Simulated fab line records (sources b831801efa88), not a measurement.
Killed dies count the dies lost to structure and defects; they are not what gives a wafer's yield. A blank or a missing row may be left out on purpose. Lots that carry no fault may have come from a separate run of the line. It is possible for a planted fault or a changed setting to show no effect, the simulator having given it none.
2 desks looking at one fault || flow sky130 || every desk sees just its own numbers, and what lay behind them comes last

METROLOGY DESK
Lot by lot, what the gauges showed, no matter which tool ran the lot: averages of those sampled wafers that carry a number. Marked OUT: a lot whose mean sits more than 4 standard deviations from the usual mean, which makes it out of limits; the brackets give that distance.
Columns: A = cdNm at SKY_VT_ADJUST_NCORE_CD_MEAS_07, usual 379.1 nm
{"lot": "L848", "first seen here": "day 8 17:58", "A": 377.5}
{"lot": "L849", "first seen here": "day 8 22:54", "A": 378.5}
{"lot": "L852", "first seen here": "day 10 03:04", "A": 380.2}
{"lot": "L853", "first seen here": "day 10 04:05", "A": 380.7}
{"lot": "L854", "first seen here": "day 10 09:03", "A": 375.5}
{"lot": "L855", "first seen here": "day 10 17:47", "A": 380.4}
{"lot": "L856", "first seen here": "day 11 01:15", "A": 381.3}
{"lot": "L859", "first seen here": "day 11 19:01", "A": 381.5}
{"lot": "L860", "first seen here": "day 12 02:20", "A": 376.9}
{"lot": "L861", "first seen here": "day 12 09:20", "A": 379.3}
{"lot": "L862", "first seen here": "day 12 18:25", "A": 379.0}
{"lot": "L863", "first seen here": "day 13 00:21", "A": 375.8}
{"lot": "L865", "first seen here": "day 13 11:16", "A": 375.9}
{"lot": "L869", "first seen here": "day 14 16:46", "A": 376.1}
This desk found nothing out of limits on any of the 14 lots.

AT THE TOOL OWNER'S DESK: ilineStepper-02
The tool's own readings at SKY_SONOS_ONO_EXPOSE_10 (exposes mask ONOM, target cd 410 nm): means of the sampled wafers that have a number, for each lot that ran on this tool. Marked OUT: a lot whose mean sits more than 4 standard deviations from the usual mean, which makes it out of limits; the brackets give that distance.
Columns: A = exposureDoseMJCm2 at SKY_SONOS_ONO_EXPOSE_10, usual 149.94; B = focusOffsetNm at SKY_SONOS_ONO_EXPOSE_10, usual 0.0 nm
{"lot": "L848", "first seen here": "day 12 09:03", "A": 149.92, "B": 0.5}
{"lot": "L849", "first seen here": "day 12 11:45", "A": 149.92, "B": 0.1}
{"lot": "L852", "first seen here": "day 14 02:26", "A": 149.86, "B": -0.1}
{"lot": "L853", "first seen here": "day 14 02:52", "A": 149.91, "B": 0.1}
{"lot": "L855", "first seen here": "day 14 12:28", "A": 149.90, "B": 0.8}
{"lot": "L856", "first seen here": "day 14 22:57", "A": 149.90, "B": -0.9}
{"lot": "L859", "first seen here": "day 15 23:17", "A": 150.14, "B": -0.2}
{"lot": "L860", "first seen here": "day 16 03:36", "A": 150.03, "B": -0.4}
{"lot": "L869", "first seen here": "day 19 02:25", "A": 150.19, "B": -0.1}
This desk found nothing out of limits on any of the 9 lots.

TAKEN TOGETHER
Metrology desk: nothing out of limits seen.
The desk of the tool owner found nothing out of limits.

WHAT THE SIMULATOR PUT IN
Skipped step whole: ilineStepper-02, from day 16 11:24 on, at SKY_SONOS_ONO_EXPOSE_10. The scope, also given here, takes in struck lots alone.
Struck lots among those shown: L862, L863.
